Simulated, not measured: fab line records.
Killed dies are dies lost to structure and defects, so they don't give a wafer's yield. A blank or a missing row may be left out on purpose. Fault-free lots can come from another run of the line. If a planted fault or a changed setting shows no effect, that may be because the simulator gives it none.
Chamber matching | flow sky130 | SKY_CONTACT_CMP_04 on cmp-02 has 4 sister chambers
The step polishes SiO2. 4 wafers are shown with their chamber, then 7 later ones without.

== WAFERS PAIRED WITH THEIR CHAMBERS ==
wafer  | chamber | motor current A (A)
L857.1 | 1       | 11.5
L857.2 | 0       | 10.5
L858.3 | 2       | 13.8
L858.5 | 3       | 14.7

== WAFERS WITH NO CHAMBER GIVEN ==
wafer  | motor current A (A)
L858.6 | 13.9
L860.2 | 14.8
L860.3 | 13.3
L860.6 | 12.2
L859.3 | 10.5
L859.4 | 13.0
L859.6 | 15.0

== THE CHAMBER EACH PASSED THROUGH ==
wafer  | from the rows above          | in truth
L858.6 | can't be placed: 2 or 3      | 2
L860.2 | can't be placed: 3 or 2      | 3
L860.3 | can't be placed: 2 or 3      | 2
L860.6 | can't be placed: 1 or 2      | 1
L859.3 | 0                            | 0
L859.4 | can't be placed: 2 or 1 or 3 | 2
L859.6 | can't be placed: 3 or 2      | 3
1 of 7 placed correctly. Unplaceable from these rows: 6, with the true chamber sitting among the candidates in 6. Number placed wrongly: 0.
How it was worked out, from the rows above alone: a wafer's distance from a chamber is the root of the sum, over the readings, of the square of ((its reading less the chamber's mean) divided by the reading's scatter). If the next closest chamber is less than 2 further off than the closest, the wafer can't be placed; otherwise it belongs to the closest. The mean given for a chamber averages the wafers shown for that chamber. The scatter: with one shown wafer a chamber, the root of the mean of the squares of how far each hidden wafer lies from its nearest shown one.
